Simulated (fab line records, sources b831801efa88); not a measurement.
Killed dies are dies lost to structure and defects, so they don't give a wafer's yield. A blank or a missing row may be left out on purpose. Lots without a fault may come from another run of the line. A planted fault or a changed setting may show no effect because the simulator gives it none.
Problem report in the 8D (eight disciplines) form, filled by code | flow gf180mcu | the parts of the form that need people (team, actions taken, sign-off) are left out

1. THE PROBLEM
chamber_pressure_pa at GF_M2_SPUTTER_01 reads a mean of 0.3841 Pa on 1 wafer of 1 lot; wafers without a fault read 0.4000 Pa with a standard deviation of 0.00089. That is -18 standard deviations from the usual mean.
The step: material TiN, target thk 30 nm, time 25 s.
First seen on wafer L668.3, day 21 22:01, on pvd_sputter-01. The record holds 39 wafers of 13 lots with a number at this step. Rule for "out", or "out of limits": more than 4 standard deviations from the usual mean. The other wafers with a number count as sound.

2. WHAT IT IS AND WHAT IT IS NOT
question                    | is                  | is not
which readings at this step | chamber_pressure_pa | throttle_valve_pct
which lots                  | L668                | L660, L661, L662, L665, L667, L673, L674, L678, L679, L680, L681, L682
which wafers of those lots  | L668.3              | L668.1, L668.5
read on which tools         | pvd_sputter-01      | pvd_sputter-02, pvd_sputter-04
when                        | from day 21 22:01   | up to then (17 sound wafers); but 21 sound wafers of L673, L674, L678, L679, L680, L681, L682 came after

3. SUSPECTS, AND WHAT RULES EACH OUT
Counting: a tool at a process step up to the reading stays a suspect if it ran every lot that is out. Sound lots after the first of them don't rule it out here, since some wafers of a struck lot are sound.
- pvd_sputter-01 at GF_M2_SPUTTER_01 (material TiN, target thk 30 nm, time 25 s): kept. It ran the lot that is out, L668 (day 21 22:01); its last sound lot up to then is L665 (day 20 02:38). Its own readings are out on those wafers: chamber_pressure_pa.
Left after counting: pvd_sputter-01 at GF_M2_SPUTTER_01.

4. THE CAUSE (what the simulator had put in)
Process parameter drift: pvd_sputter-01, from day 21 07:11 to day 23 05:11, at GF_M2_SPUTTER_01. Setting chamber_pressure_pa, moved by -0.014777, from 0.4. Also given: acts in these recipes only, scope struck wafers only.
Counting left only this tool.

5. THE CHAIN OF EFFECTS, in route order
Each row: a reading whose mean over the struck wafers that have a number lies more than 3 standard deviations from the usual. Only readings for which the record gives a usual standard deviation are gone through. hours: the time from each lot's start at the first step in this table that gives one to its start at this step, as a median over the lots. sigmas: the change in usual standard deviations.
hours | step             | reading             | usual     | on struck wafers | change  | sigmas
0     | GF_M2_SPUTTER_01 | chamber_pressure_pa | 0.4000 Pa | 0.3841           | -0.0159 | -18
The process steps in it:
- GF_M2_SPUTTER_01: material TiN, target thk 30 nm, time 25 s.

6. WHAT WOULD HAVE CAUGHT IT SOONER
In this record the first reading out of limits was taken at day 21 22:01, 15 hours after the fault began at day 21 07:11.
